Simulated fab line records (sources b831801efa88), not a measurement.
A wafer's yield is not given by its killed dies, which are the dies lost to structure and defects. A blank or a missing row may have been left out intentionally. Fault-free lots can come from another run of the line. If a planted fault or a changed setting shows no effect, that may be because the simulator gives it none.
What tool caused it?	flow sky130	11 lots with 33 wafers sampled at 6 steps, on a route of 708 steps

WHAT THE GAUGES READ, wafer by wafer
SKY_SD_N_RS_MEAS_16: the measuring method here is four-point-probe. Usual: SD_N_RS typically reads 68.50 ohm/sq, with standard deviation 0.11.
lot	measured	on	SD_N_RS (ohm/sq)	flag
L188	day 29 16:56	film_metro-02	68.43 68.40 68.20	
L189	day 30 16:34	film_metro-04	68.39 68.40 68.50	
L192	day 31 04:08	film_metro-02	68.77 68.64 68.59	
L194	day 31 16:15	film_metro-02	68.63 68.62 68.59	
L195	day 32 01:14	film_metro-02	68.41 68.55 68.33	
L197	day 32 12:15	film_metro-04	68.39 68.53 68.48	
L200	day 33 14:50	film_metro-02	68.55 68.42 68.43	
L202	day 34 01:41	film_metro-04	69.25 69.12 69.00	OFF
L203	day 34 06:29	film_metro-04	69.19 69.00 69.18	OFF
L204	day 34 11:33	film_metro-04	68.47 68.59 68.55	
L205	day 35 03:06	film_metro-02	68.48 68.53 68.61	

SKY_LI_CONTACT_CD_MEAS_12 targets a cd of 170 nm. Usual: cd_nm reads 169.7 nm (standard deviation 1.7).
lot	measured	on	cd_nm (nm)	flag
L188	day 30 21:23	cd_sem-02	170.0 168.4 168.7	
L189	day 31 20:49	cd_sem-01	167.7 167.6 167.2	
L192	day 32 08:28	cd_sem-02	168.9 169.9 170.7	
L194	day 32 21:14	cd_sem-01	172.5 172.4 173.1	
L195	day 33 04:58	cd_sem-01	168.6 168.1 169.6	
L197	day 33 15:58	cd_sem-01	170.2 170.1 169.1	
L200	day 34 18:16	cd_sem-01	173.4 172.6 174.1	
L202	day 35 04:52	cd_sem-01	168.3 169.1 169.2	
L203	day 35 10:05	cd_sem-02	168.7 167.2 167.8	
L204	day 35 14:58	cd_sem-02	170.5 169.8 170.4	
L205	day 36 06:16	cd_sem-01	169.6 167.7 168.4	

WHAT TOOL EACH LOT RAN ON (gives the tool, then ch and the chambers of the sampled wafers, and finally the start)
lot	SKY_SD_N_IMPLANT_09	SKY_SD_N_STRIP_11	SKY_SD_N_RTA_14	SKY_LI_CONTACT_CMP_02
L188	implanter-01 ch 0, day 29 16:14	plasma_asher-02 ch 0,1, day 29 16:32	rtp_anneal-01 ch 0, day 29 16:46	cmp-02 ch 0,1,3, day 29 17:31
L189	implanter-01 ch 0, day 30 15:53	plasma_asher-01 ch 0,1, day 30 16:10	rtp_anneal-02 ch 0, day 30 16:22	cmp-01 ch 0,1,3, day 30 17:28
L192	implanter-02 ch 0, day 31 03:28	plasma_asher-01 ch 0,1, day 31 03:44	rtp_anneal-01 ch 0, day 31 03:58	cmp-01 ch 0,1,2, day 31 04:40
L194	implanter-02 ch 0, day 31 15:34	plasma_asher-01 ch 0,1, day 31 15:52	rtp_anneal-01 ch 0, day 31 16:05	cmp-01 ch 1,2,3, day 31 16:53
L195	implanter-02 ch 0, day 32 00:34	plasma_asher-02 ch 0,1, day 32 00:50	rtp_anneal-02 ch 0, day 32 01:04	cmp-02 ch 0,1,2, day 32 01:52
L197	implanter-03 ch 0, day 32 11:34	plasma_asher-01 ch 0,1, day 32 11:52	rtp_anneal-01 ch 0, day 32 12:04	cmp-02 ch 1,2, day 32 12:47
L200	implanter-01 ch 0, day 33 14:10	plasma_asher-03 ch 0,1, day 33 14:28	rtp_anneal-02 ch 0, day 33 14:40	cmp-02 ch 1,2,3, day 33 15:28
L202	implanter-02 ch 0, day 34 00:59	plasma_asher-02 ch 0,1, day 34 01:17	rtp_anneal-02 ch 0, day 34 01:31	cmp-01 ch 1,2,3, day 34 02:13
L203	implanter-02 ch 0, day 34 05:47	plasma_asher-03 ch 0, day 34 06:05	rtp_anneal-01 ch 0, day 34 06:19	cmp-01 ch 1,2,3, day 34 07:04
L204	implanter-01 ch 0, day 34 10:52	plasma_asher-03 ch 0,1, day 34 11:10	rtp_anneal-02 ch 0, day 34 11:22	cmp-01 ch 0,1,3, day 34 12:05
L205	implanter-03 ch 0, day 35 02:25	plasma_asher-03 ch 0,1, day 35 02:43	rtp_anneal-01 ch 0, day 35 02:56	cmp-02 ch 0,3, day 35 03:38
- SKY_SD_N_IMPLANT_09
- SKY_SD_N_STRIP_11: strips in O2/N2.
- SKY_SD_N_RTA_14: time 2 s.
- SKY_LI_CONTACT_CMP_02: polishes PSG.

WHAT THE TOOLS THEMSELVES READ (means of the sampled wafers that have a number; where no wafer has one, the mark that the record gives instead)
SKY_SD_N_IMPLANT_09. Usual: dose_ions_cm2 reads 4e+15 (standard deviation 3.8e+12).
lot	tool	dose_ions_cm2	flag
L188	implanter-01	4e+15	
L189	implanter-01	4e+15	
L192	implanter-02	4e+15	
L194	implanter-02	4e+15	
L195	implanter-02	4e+15	
L197	implanter-03	4e+15	
L200	implanter-01	4e+15	
L202	implanter-02	4e+15	
L203	implanter-02	4e+15	
L204	implanter-01	4e+15	
L205	implanter-03	4e+15	

SKY_SD_N_STRIP_11. Usual: drypump_motor_current_A 6.0 A, standard deviation 0.33; oes_product_au 0.527 a.u., standard deviation 0.0043; strip_time_to_endpoint_s 22.54 s, standard deviation 0.039.
lot	tool	drypump_motor_current_A (A)	oes_product_au (a.u.)	strip_time_to_endpoint_s (s)	flag
L188	plasma_asher-02	6.1	0.530	22.58	
L189	plasma_asher-01	5.8	0.529	22.57	
L192	plasma_asher-01	6.0	0.526	22.51	
L194	plasma_asher-01	5.8	0.531	22.52	
L195	plasma_asher-02	6.2	0.527	22.53	
L197	plasma_asher-01	6.0	0.524	22.61	
L200	plasma_asher-03	5.8	0.524	22.54	
L202	plasma_asher-02	6.1	0.531	22.24	OFF
L203	plasma_asher-03	6.3	0.528	22.29	OFF
L204	plasma_asher-03	5.8	0.526	22.51	
L205	plasma_asher-03	6.1	0.525	22.57	

SKY_SD_N_RTA_14. Usual: lamp_power_pct 15.73 %, standard deviation 0.051; wafer_temp_C_max 1078.0, standard deviation 1.3.
lot	tool	lamp_power_pct (%)	wafer_temp_C_max	flag
L188	rtp_anneal-01	15.73	1078.7	
L189	rtp_anneal-02	15.69	1078.9	
L192	rtp_anneal-01	15.74	1077.2	
L194	rtp_anneal-01	15.72	1077.9	
L195	rtp_anneal-02	15.70	1077.6	
L197	rtp_anneal-01	15.70	1077.8	
L200	rtp_anneal-02	15.72	1078.3	
L202	rtp_anneal-02	15.72	1077.0	
L203	rtp_anneal-01	15.77	1077.7	
L204	rtp_anneal-02	15.75	1078.1	
L205	rtp_anneal-01	15.67	1079.5	

SKY_LI_CONTACT_CMP_02. Usual: motor_current_A 12.3 A, standard deviation 0.84; time_to_endpoint_s 31.8 s, standard deviation 2.1.
lot	tool	motor_current_A (A)	time_to_endpoint_s (s)	flag
L188	cmp-02	12.6	30.2	
L189	cmp-01	12.2	33.6	
L192	cmp-01	12.2	32.5	
L194	cmp-01	12.4	33.8	
L195	cmp-02	12.6	33.8	
L197	cmp-02	12.9	32.1	
L200	cmp-02	12.8	31.6	
L202	cmp-01	12.6	30.5	
L203	cmp-01	12.2	32.7	
L204	cmp-01	12.3	32.4	
L205	cmp-02	11.9	28.2	

THE ANSWER, worked out from the rows above alone
Rule: take the mean of a lot's wafers that have a number; if it is more than 3 standard deviations from the usual mean, the lot is off. Also off: a lot with no number at a reading for which 4 or more lots have one. The other lots that the step has rows for count as sound. After the gauges, taken in route order, come the tools' own readings; for these a lot's mean is taken, as printed above. At the first step where some lot is off, the reading lying furthest off is the one used; lots without a number count as furthest.
Off: L202, L203, at SKY_SD_N_RS_MEAS_16 (SD_N_RS).
If a tool, at a process step before that reading, ran all the lots that are off and no sound lot after the first of them, it fits. The gauges at SKY_SD_N_RS_MEAS_16 aren't tried: what is off there is off at SKY_SD_N_STRIP_11 too, on other tools, and a gauge's error can't cause that. One fits: SKY_SD_N_IMPLANT_09 on implanter-02. Its last sound lot is L195 (day 32 00:34), its first lot that is off L202 (day 34 00:59): a fault that began between those two fits.

WHAT HAD BEEN PUT IN BY THE SIMULATOR
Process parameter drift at SKY_SD_N_IMPLANT_09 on implanter-02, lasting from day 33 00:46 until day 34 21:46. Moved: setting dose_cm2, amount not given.
Shown lots that were struck: L202, L203. The rule above reached the same finding.
